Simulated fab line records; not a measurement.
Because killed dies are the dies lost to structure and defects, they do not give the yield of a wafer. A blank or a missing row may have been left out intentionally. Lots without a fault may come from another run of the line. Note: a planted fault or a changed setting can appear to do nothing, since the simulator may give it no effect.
The tool behind it: which one? / flow gf180mcu / 10 lots with 30 wafers sampled at 2 steps, on a route of 602 steps

## WHAT THE GAUGES SHOWED, per wafer
GF_POLY_GATE_THK_MEAS_01. Usual: POLY_GATE_CVD_00_THK typically reads 200.4 nm, with standard deviation 1.6.
lot=L793; measured=day 8 15:54; on=film metro-04; POLY_GATE_CVD_00_THK (nm)=200.9 202.4 202.8; flag=
lot=L794; measured=day 8 19:08; on=film metro-02; POLY_GATE_CVD_00_THK (nm)=201.5 201.7 200.4; flag=
lot=L795; measured=day 9 01:08; on=film metro-04; POLY_GATE_CVD_00_THK (nm)=201.6 202.3 201.8; flag=
lot=L796; measured=day 9 12:11; on=film metro-01; POLY_GATE_CVD_00_THK (nm)=201.3 199.7 200.2; flag=
lot=L800; measured=day 10 11:23; on=film metro-02; POLY_GATE_CVD_00_THK (nm)=200.7 199.4 201.8; flag=
lot=L802; measured=day 11 02:20; on=film metro-01; POLY_GATE_CVD_00_THK (nm)=197.6 196.2 194.5; flag=
lot=L808; measured=day 12 20:16; on=film metro-02; POLY_GATE_CVD_00_THK (nm)=200.5 201.1 200.4; flag=
lot=L809; measured=day 12 23:04; on=film metro-04; POLY_GATE_CVD_00_THK (nm)=198.1 198.5 198.6; flag=
lot=L812; measured=day 13 23:46; on=film metro-01; POLY_GATE_CVD_00_THK (nm)=196.0 196.8 198.3; flag=
lot=L814; measured=day 14 12:19; on=film metro-04; POLY_GATE_CVD_00_THK (nm)=201.7 200.5 200.3; flag=

## WHICH TOOL RAN EACH LOT (tool, then ch and the chambers of the sampled wafers, then the start)
lot=L793; GF_POLY_GATE_CVD_00=lpcvd-02 ch 0, day 8 14:33
lot=L794; GF_POLY_GATE_CVD_00=lpcvd-01 ch 1, day 8 17:47
lot=L795; GF_POLY_GATE_CVD_00=lpcvd-01 ch 0, day 8 23:48
lot=L796; GF_POLY_GATE_CVD_00=lpcvd-02 ch 1, day 9 10:52
lot=L800; GF_POLY_GATE_CVD_00=lpcvd-01 ch 1, day 10 10:04
lot=L802; GF_POLY_GATE_CVD_00=lpcvd-02 ch 0, day 11 01:00
lot=L808; GF_POLY_GATE_CVD_00=lpcvd-01 ch 0, day 12 18:56
lot=L809; GF_POLY_GATE_CVD_00=lpcvd-01 ch 0, day 12 21:44
lot=L812; GF_POLY_GATE_CVD_00=lpcvd-01 ch 1, day 13 22:25
lot=L814; GF_POLY_GATE_CVD_00=lpcvd-01 ch 1, day 14 10:19
- GF_POLY_GATE_CVD_00: deposits poly-Si, target thk 200 nm, time 1200 s.

## AS READ BY THE TOOLS THEMSELVES (means over the sampled wafers that have a number; for cases with no such wafer, the mark the record gives instead)
The record holds no such reading with a usual standard deviation.

## THE ANSWER, worked out from the rows above alone
Rule: a lot counts as off when the mean over its wafers that have a number is more than 3 standard deviations away from the usual mean. Also off: a lot with no number at a reading for which 4 or more lots have one. Any other lot the step has rows for is counted as sound. Order of review: gauges by route order, followed by the tools' own readings, for which a lot's mean as printed above is used. The first step at which some lot is off is used, and at that step the reading that is off furthest; a lot without a number counts as furthest.
No lot is off at any reading shown: from this, nothing can be told.

## WHAT WAS PUT IN BY THE SIMULATOR
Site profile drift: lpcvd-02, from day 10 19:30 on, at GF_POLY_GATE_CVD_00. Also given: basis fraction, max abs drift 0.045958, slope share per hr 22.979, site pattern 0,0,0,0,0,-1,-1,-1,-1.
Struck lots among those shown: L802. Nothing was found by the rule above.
